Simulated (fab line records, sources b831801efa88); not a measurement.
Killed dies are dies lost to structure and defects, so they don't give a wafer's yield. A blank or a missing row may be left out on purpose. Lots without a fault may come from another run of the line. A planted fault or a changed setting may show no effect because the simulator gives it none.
A struck lot beside a sound one | flow sky130 | 14 steps out of a route of 708
Sound: wafers L646.2, L646.3, L646.5. Struck: wafers L639.2, L639.3, L639.6. The cause comes at the end.
At each step with rows: each side's tool, then ch and its chambers, then its first start. Under that, the readings that differ: sound wafers | struck wafers | difference of the means | sigmas: that difference in standard deviations of wafers without a fault.
alike: readings whose means differ by less than 2 such deviations, and words and numbers that are the same on both sides. not compared: withheld readings, readings that some wafer has no value for, bounds like >300 that may hide the same value, and numbers for which the record gives no deviation and whose values overlap.
The two part at a step that has a row with sigmas, a row that says differs or no value, or rows on one side only. Numbers that don't overlap but have no deviation are shown without sigmas and don't part them. A reading that every wafer of one side lacks parts them only if that side has two wafers or more.

first, 4 steps without rows for these wafers: SKY_METAL2_STRIP_21 (strips in post etch residue remover, time 1200 s); SKY_METAL2_CLEAN_22 (cleans in IPA, time 180 s); SKY_METAL2_CLEAN_23 (cleans in O3/DIW); SKY_VIA2_HDPCVD_00 (deposits SiO2, target thk 1180 nm, time 196.7 s).
SKY_VIA2_THK_MEAS_01:
  sound on film_metro-01, day 40 13:08; struck on film_metro-03, day 38 13:10
  alike: VIA2_HDPCVD_THK
SKY_VIA2_CMP_02: polishes SiO2.
  sound on cmp-01 ch 0,2,3, day 40 13:29; struck on cmp-02 ch 0,2, day 38 13:13
  alike: motor_current_A
SKY_VIA2_BOW_MEAS_03:
  sound on film_metro-03, day 40 13:43; struck on film_metro-03, day 38 13:32
  alike: VIA2_BOW
then, 5 steps without rows for these wafers: SKY_VIA2_DEHYDRATE_04 (time 60 s); SKY_VIA2_HMDS_05 (prime time 60 s); SKY_VIA2_COAT_06 (resist thk 60 nm); SKY_VIA2_COAT_07 (resist thk 450 nm); SKY_VIA2_SOFTBAKE_08 (time 90 s).
SKY_VIA2_EXPOSE_09: exposes mask VIM2, target cd 200 nm.
  sound on krf_scanner-01 ch 0, day 41 01:15; struck on krf_scanner-02, day 39 02:40
  no value came back on the struck wafers for exposure_dose_mJ_cm2, focus_offset_nm (nm); on the sound wafers exposure_dose_mJ_cm2 reads 37.87 37.89 37.82
  alike: mask
then, 1 step without rows for these wafers: SKY_VIA2_PEB_10.

WHERE THEY PART
Only at SKY_VIA2_EXPOSE_09, within this record.

WHY: what the simulator had put in
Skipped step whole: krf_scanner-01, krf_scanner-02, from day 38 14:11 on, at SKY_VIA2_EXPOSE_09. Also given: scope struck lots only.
